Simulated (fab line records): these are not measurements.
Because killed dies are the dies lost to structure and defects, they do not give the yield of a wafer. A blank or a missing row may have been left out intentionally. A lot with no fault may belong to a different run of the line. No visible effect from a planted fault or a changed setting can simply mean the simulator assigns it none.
Which tool is to blame?    flow sfqLine    45 wafers from 15 lots sampled at 3 of the route's 325 steps

## WHAT EACH GAUGE READ, for each wafer
Not one reading of a measure or inspect step in the record can be checked against a usual standard deviation.

## WHAT TOOL EACH LOT RAN ON (gives the tool, then ch and the chambers of the sampled wafers, and finally the start)
lot   SFQ_TRILAYER_I3_VIA_BARC_OPEN_VIA_ETCH_121  SFQ_TRILAYER_I3_VIA_ETCH_VIA_ETCH_088  SFQ_TRILAYER_M4_LITHO_EXPOSE_094
L952  rieDiel-03 ch 0,2, day 27 17:38             rieDiel-03 ch 0,2, day 27 17:40        krfScanner-01 ch 0, day 27 21:41
L953  rieDiel-01 ch 0,3, day 28 05:22             rieDiel-01 ch 0,3, day 28 05:24        krfScanner-02 ch 0, day 34 02:30
L954  rieDiel-03 ch 0,1,2, day 28 15:57           rieDiel-03 ch 0,1,2, day 28 15:59      krfScanner-02 ch 0, day 34 07:43
L955  rieDiel-03 ch 0,1,3, day 34 02:58           rieDiel-03 ch 0,1,3, day 34 03:00      krfScanner-02 ch 0, day 34 08:31
L956  rieDiel-01 ch 0,1, day 34 12:55             rieDiel-01 ch 0,1, day 34 12:57        krfScanner-01 ch 0, day 34 15:13
L958  rieDiel-02 ch 1,2,3, day 35 16:38           rieDiel-02 ch 1,2,3, day 35 16:41      krfScanner-01 ch 0, day 35 20:05
L959  rieDiel-03 ch 0,3, day 36 05:57             rieDiel-03 ch 0,3, day 36 05:59        krfScanner-02 ch 0, day 36 12:13
L960  rieDiel-01 ch 0,2,3, day 36 15:37           rieDiel-01 ch 0,2,3, day 36 15:40      krfScanner-02 ch 0, day 36 19:29
L961  rieDiel-01 ch 0,2, day 37 15:46             rieDiel-01 ch 0,2, day 37 15:49        krfScanner-02 ch 0, day 37 17:50
L963  rieDiel-01 ch 0,2, day 38 16:53             rieDiel-01 ch 0,2, day 38 16:55        krfScanner-02 ch 0, day 38 21:33
L967  rieDiel-01 ch 0,2,3, day 39 13:20           rieDiel-01 ch 0,2,3, day 39 13:23      krfScanner-01 ch 0, day 45 06:59
L968  rieDiel-01 ch 1,3, day 40 02:05             rieDiel-01 ch 1,3, day 40 02:07        krfScanner-01, day 45 22:47
L969  rieDiel-01 ch 0,2,3, day 40 08:46           rieDiel-01 ch 0,2,3, day 40 08:49      krfScanner-01, day 46 03:35
L970  rieDiel-01 ch 0,2,3, day 40 19:43           rieDiel-01 ch 0,2,3, day 40 19:44      krfScanner-01, day 46 15:11
L975  rieDiel-03 ch 0,1,3, day 41 22:37           rieDiel-03 ch 0,1,3, day 41 22:40      krfScanner-01 ch 0, day 47 23:35
- SFQ_TRILAYER_I3_VIA_BARC_OPEN_VIA_ETCH_121: etches BARC in O2, target depth 125 nm, time 41.7 s.
- SFQ_TRILAYER_I3_VIA_ETCH_VIA_ETCH_088: etches SiO2 in CHF3, stops on Nb, target depth 260 nm.
- SFQ_TRILAYER_M4_LITHO_EXPOSE_094: exposes mask M4, target cd 500 nm.

## WHAT THE TOOLS THEMSELVES READ (means of the sampled wafers that have a number; where no wafer has one, the mark that the record gives instead)
SFQ_TRILAYER_I3_VIA_BARC_OPEN_VIA_ETCH_121. Usual: biasW 77.11 W, standard deviation 0.22; chamberPressureMTorr 29.998 mTorr, standard deviation 0.027; drypumpMotorCurrentA 5.82 A, standard deviation 0.28; oesProductAu 0.686 a.u., standard deviation 0.0046.
lot   tool        biasW (W)  chamberPressureMTorr (mTorr)  drypumpMotorCurrentA (A)  oesProductAu (a.u.)  flag
L952  rieDiel-03  77.39      29.986                        6.03                      0.686                
L953  rieDiel-01  77.14      30.013                        5.90                      0.683                
L954  rieDiel-03  77.03      29.990                        5.92                      0.683                
L955  rieDiel-03  77.25      30.005                        5.87                      0.688                
L956  rieDiel-01  76.95      30.012                        5.88                      0.682                
L958  rieDiel-02  77.06      29.987                        5.92                      0.682                
L959  rieDiel-03  77.19      29.994                        5.99                      0.688                
L960  rieDiel-01  77.18      30.010                        5.73                      0.683                
L961  rieDiel-01  77.26      29.986                        5.71                      0.683                
L963  rieDiel-01  77.06      29.955                        5.70                      0.686                
L967  rieDiel-01  77.00      30.021                        5.75                      0.686                
L968  rieDiel-01  -          -                             -                         -                    OFF
L969  rieDiel-01  -          -                             -                         -                    OFF
L970  rieDiel-01  -          -                             -                         -                    OFF
L975  rieDiel-03  77.24      29.989                        5.87                      0.684                

SFQ_TRILAYER_I3_VIA_ETCH_VIA_ETCH_088. Usual: biasW 80.02 W, standard deviation 0.22; chamberPressureMTorr 29.998 mTorr, standard deviation 0.027; drypumpMotorCurrentA 5.83 A, standard deviation 0.28; oesProductAu 0.855 a.u., standard deviation 0.005.
lot   tool        biasW (W)  chamberPressureMTorr (mTorr)  drypumpMotorCurrentA (A)  oesProductAu (a.u.)  flag
L952  rieDiel-03  80.21      29.982                        6.05                      0.856                
L953  rieDiel-01  80.14      29.998                        5.91                      0.855                
L954  rieDiel-03  80.15      29.996                        5.91                      0.860                
L955  rieDiel-03  80.03      30.004                        5.86                      0.851                
L956  rieDiel-01  79.91      30.014                        5.88                      0.855                
L958  rieDiel-02  80.04      30.022                        5.91                      0.857                
L959  rieDiel-03  79.91      29.989                        6.00                      0.851                
L960  rieDiel-01  79.99      30.011                        5.78                      0.851                
L961  rieDiel-01  80.03      29.977                        5.69                      0.857                
L963  rieDiel-01  80.01      29.983                        5.71                      0.856                
L967  rieDiel-01  79.71      30.016                        5.76                      0.857                
L968  rieDiel-01  80.12      30.022                        5.60                      0.379                OFF
L969  rieDiel-01  79.92      30.008                        5.76                      0.377                OFF
L970  rieDiel-01  80.30      29.991                        5.76                      0.376                OFF
L975  rieDiel-03  80.12      30.004                        5.87                      0.859                

SFQ_TRILAYER_M4_LITHO_EXPOSE_094. Usual: exposureDoseMJCm2 14.399, standard deviation 0.013; focusOffsetNm 0.0 nm, standard deviation 0.56; reticleTempC 22.98 C, standard deviation 0.11.
lot   tool           exposureDoseMJCm2  focusOffsetNm (nm)  reticleTempC (C)  flag
L952  krfScanner-01  14.409             -0.6                23.08             
L953  krfScanner-02  14.397             0.0                 23.10             
L954  krfScanner-02  14.408             0.1                 23.04             
L955  krfScanner-02  14.387             -0.2                23.02             
L956  krfScanner-01  14.400             0.0                 23.09             
L958  krfScanner-01  14.400             0.4                 23.02             
L959  krfScanner-02  14.391             -0.5                23.04             
L960  krfScanner-02  14.389             -0.2                23.08             
L961  krfScanner-02  14.403             0.1                 23.00             
L963  krfScanner-02  14.407             0.4                 23.00             
L967  krfScanner-01  14.401             0.3                 23.08             
L968  krfScanner-01  -                  -                   -                 OFF
L969  krfScanner-01  -                  -                   -                 OFF
L970  krfScanner-01  -                  -                   -                 OFF
L975  krfScanner-01  14.385             -0.2                22.81             

## THE ANSWER, worked out from the rows above alone
Rule: a lot is off if the mean of its wafers that have a number lies more than 3 standard deviations from the usual mean. A lot without any number at a reading at which 4 lots or more have one is off too. Where the step has rows for the other lots, those lots are counted as sound. First the gauges in route order, then the tools' own readings, where a lot's mean is used as printed above. The first step at which some lot is off is used, and at that step the reading that is off furthest; a lot without a number counts as furthest.
Off, at SFQ_TRILAYER_I3_VIA_BARC_OPEN_VIA_ETCH_121 on biasW: L968, L969, L970. Without a number there: L968, L969, L970.
If a tool, at that step or one of the process steps before it, ran each lot that is off and ran no sound lot following the first of them, it fits. One candidate fits, namely rieDiel-01 at SFQ_TRILAYER_I3_VIA_BARC_OPEN_VIA_ETCH_121. A fault onset in the window from L967 (day 39 13:20, its last sound lot) to L968 (day 40 02:05, its first lot off) fits.
Blank at SFQ_TRILAYER_I3_VIA_BARC_OPEN_VIA_ETCH_121 on the lots that are off, where sound lots have numbers: biasW, chamberPressureMTorr, drypumpMotorCurrentA, oesProductAu.

## WHAT HAD BEEN PUT IN BY THE SIMULATOR
Entire step skipped (rieDiel-01, SFQ_TRILAYER_I3_VIA_BARC_OPEN_VIA_ETCH_121), from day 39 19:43 onward. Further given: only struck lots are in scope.
Struck lots among those shown: L968, L969, L970. Same finding as the rule above.
